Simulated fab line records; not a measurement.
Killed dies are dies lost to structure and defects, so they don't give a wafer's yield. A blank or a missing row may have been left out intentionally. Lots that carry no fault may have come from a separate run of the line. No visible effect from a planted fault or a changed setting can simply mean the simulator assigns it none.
Which of the tools did it? | flow sky130 | 12 lots with 35 wafers sampled at 5 steps, on a route of 708 steps

WHAT THE GAUGES READ, wafer by wafer
SKY_DNWELL_TW_MEAS_09. Usual: for DNWELL_TW the level is 1115 and the standard deviation is 8.
lot  | measured    | on            | DNWELL_TW      | flag
L499 | day 3 09:34 | film metro-04 | 1102 1109 1103 |
L500 | day 3 17:31 | film metro-04 | 1099 1100 1099 |
L503 | day 4 04:45 | film metro-02 | 1114 1118 1111 |
L510 | day 5 16:25 | film metro-04 | 1121 1122      |
L511 | day 5 22:29 | film metro-04 | 1112 1114 1118 |
L515 | day 6 19:47 | film metro-03 | 1112 1118 1118 |
L517 | day 7 03:52 | film metro-03 | 1126 1115 1120 |
L518 | day 7 09:56 | film metro-03 | 1108 1118 1112 |
L519 | day 7 14:52 | film metro-02 | 1125 1126 1123 |
L520 | day 7 23:08 | film metro-03 | 1131 1124 1127 |
L521 | day 8 04:37 | film metro-03 | 1104 1108 1109 |
L522 | day 8 08:35 | film metro-04 | 1112 1114 1109 |

SKY_VT_ADJUST_HVTP_OVL_MEAS_08. Usual: for VT_ADJUST_HVTP_OVL the level is 0.5 nm and the standard deviation is 1.3.
lot  | measured     | on         | VT_ADJUST_HVTP_OVL (nm) | flag
L499 | day 6 10:29  | overlay-01 | 1.2 1.5 2.8             |
L500 | day 6 16:56  | overlay-02 | 0.8 1.0 1.3             |
L503 | day 7 07:13  | overlay-01 | -1.0 -1.4 -0.2          |
L510 | day 9 00:26  | overlay-01 | 2.3 0.9                 |
L511 | day 9 07:31  | overlay-02 | 0.0 1.8 -0.6            |
L515 | day 10 06:13 | overlay-01 | 0.6 0.5 -1.3            |
L517 | day 10 14:49 | overlay-01 | 1.4 2.1 1.3             |
L518 | day 11 02:46 | overlay-02 | 0.9 0.0 0.6             |
L519 | day 11 05:05 | overlay-01 | 0.2 0.7 -2.3            |
L520 | day 11 11:22 | overlay-02 | 2.2 2.9 1.6             |
L521 | day 11 20:10 | overlay-01 | 0.3 1.1 0.8             |
L522 | day 12 04:20 | overlay-02 | 0.7 1.1 1.8             |

SKY_VT_ADJUST_LVTN_OVL_MEAS_07. Usual: for VT_ADJUST_LVTN_OVL the level is 0.8 nm and the standard deviation is 1.2.
lot  | measured     | on         | VT_ADJUST_LVTN_OVL (nm) | flag
L499 | day 7 05:59  | overlay-01 | 2.3 1.6 0.2             |
L500 | day 7 11:50  | overlay-01 | 2.2 1.0 -0.8            |
L503 | day 8 03:05  | overlay-02 | -1.4 0.5 1.7            |
L510 | day 9 20:47  | overlay-01 | 0.8 -0.8                |
L511 | day 10 03:45 | overlay-02 | 3.9 1.0 1.5             |
L515 | day 11 05:26 | overlay-01 | 1.8 1.7 1.0             |
L517 | day 11 14:32 | overlay-02 | 0.6 -0.1 -0.2           |
L518 | day 12 02:53 | overlay-01 | 0.0 -0.6 -0.7           |
L519 | day 12 05:02 | overlay-02 | 1.7 -0.3 -0.7           |
L520 | day 12 11:35 | overlay-01 | 0.8 1.2 -0.4            |
L521 | day 12 20:24 | overlay-01 | 1.1 0.2 -0.3            |
L522 | day 13 04:34 | overlay-01 | 0.6 -1.3 0.3            |

SKY_VT_ADJUST_LVTN_TW_MEAS_21. Usual: for VT_ADJUST_LVTN_2_TW the level is 188.6 and the standard deviation is 1.4.
lot  | measured     | on            | VT_ADJUST_LVTN_2_TW | flag
L499 | day 8 01:59  | film metro-02 | 188.7 188.4 189.7   |
L500 | day 8 08:17  | film metro-01 | 187.2 185.4 187.1   |
L503 | day 9 00:25  | film metro-02 | 188.0 187.8 188.1   |
L510 | day 10 18:46 | film metro-03 | 208.1 187.5         | OFF
L511 | day 11 03:53 | film metro-03 | 189.3 188.1 189.2   |
L515 | day 12 05:39 | film metro-02 | 187.8 187.5 188.0   |
L517 | day 12 14:56 | film metro-02 | 189.0 188.8 188.7   |
L518 | day 13 03:25 | film metro-01 | 185.7 186.3 186.0   |
L519 | day 13 05:11 | film metro-03 | 192.5 191.0 191.3   |
L520 | day 13 12:52 | film metro-02 | 188.6 189.1 189.3   |
L521 | day 13 22:02 | film metro-03 | 191.1 190.8 190.4   |
L522 | day 14 07:19 | film metro-02 | 189.3 188.1 189.2   |

WHAT TOOL EACH LOT RAN ON (gives the tool, then ch and the chambers of the sampled wafers, and finally the start)
lot  | SKY_VT_ADJUST_LVTN_IMPLANT_19
L499 | implanter-04 ch 0, day 8 01:44
L500 | implanter-03 ch 0, day 8 08:02
L503 | implanter-04 ch 0, day 9 00:11
L510 | implanter-04 ch 0, day 10 18:31
L511 | implanter-01 ch 0, day 11 03:39
L515 | implanter-01 ch 0, day 12 05:26
L517 | implanter-03 ch 0, day 12 14:41
L518 | implanter-03 ch 0, day 13 03:10
L519 | implanter-01 ch 0, day 13 04:56
L520 | implanter-01 ch 0, day 13 12:37
L521 | implanter-04 ch 0, day 13 21:49
L522 | implanter-01 ch 0, day 14 07:04
- SKY_VT_ADJUST_LVTN_IMPLANT_19

WHAT THE TOOLS THEMSELVES READ (means of the sampled wafers that have a number; where no wafer has one, the mark that the record gives instead)
SKY_VT_ADJUST_LVTN_IMPLANT_19. Usual: beam on s 10.01 s, standard deviation 0.2; dose ions cm2 6.501e+11, standard deviation 6.9e+08; faraday current uA 3.66, standard deviation 0.073.
lot  | tool         | beam on s (s) | dose ions cm2 | faraday current uA | flag
L499 | implanter-04 | 10.10         | 6.492e+11     | 3.64               |
L500 | implanter-03 | 9.94          | 6.500e+11     | 3.69               |
L503 | implanter-04 | 10.02         | 6.498e+11     | 3.66               |
L510 | implanter-04 | 12.04         | 6.506e+11     | 3.15               | OFF
L511 | implanter-01 | 9.99          | 6.498e+11     | 3.66               |
L515 | implanter-01 | 9.95          | 6.504e+11     | 3.68               |
L517 | implanter-03 | 10.11         | 6.503e+11     | 3.63               |
L518 | implanter-03 | 10.10         | 6.512e+11     | 3.63               |
L519 | implanter-01 | 9.95          | 6.506e+11     | 3.69               |
L520 | implanter-01 | 9.76          | 6.507e+11     | 3.75               |
L521 | implanter-04 | 10.17         | 6.506e+11     | 3.61               |
L522 | implanter-01 | 10.20         | 6.492e+11     | 3.60               |

THE ANSWER, worked out from the rows above alone
Rule: a lot counts as off when the mean over its wafers that have a number is more than 3 standard deviations away from the usual mean. A lot without any number at a reading at which 4 lots or more have one is off too. The other lots that the step has rows for count as sound. After the gauges, taken in route order, come the tools' own readings; for these a lot's mean is taken, as printed above. The first step at which some lot is off is used, and at that step the reading that is off furthest; a lot without a number counts as furthest.
Off: L510, at SKY_VT_ADJUST_LVTN_TW_MEAS_21 (VT_ADJUST_LVTN_2_TW).
A tool fits if, at a process step before that reading, it ran every lot that is off, and no sound lot after the first of them. Not tried: the gauges at SKY_VT_ADJUST_LVTN_TW_MEAS_21; whatever is off there is also off at SKY_VT_ADJUST_LVTN_IMPLANT_19, on other tools, and gauge error can't account for it. Of those tried, none fits.

WHAT WAS PUT IN BY THE SIMULATOR
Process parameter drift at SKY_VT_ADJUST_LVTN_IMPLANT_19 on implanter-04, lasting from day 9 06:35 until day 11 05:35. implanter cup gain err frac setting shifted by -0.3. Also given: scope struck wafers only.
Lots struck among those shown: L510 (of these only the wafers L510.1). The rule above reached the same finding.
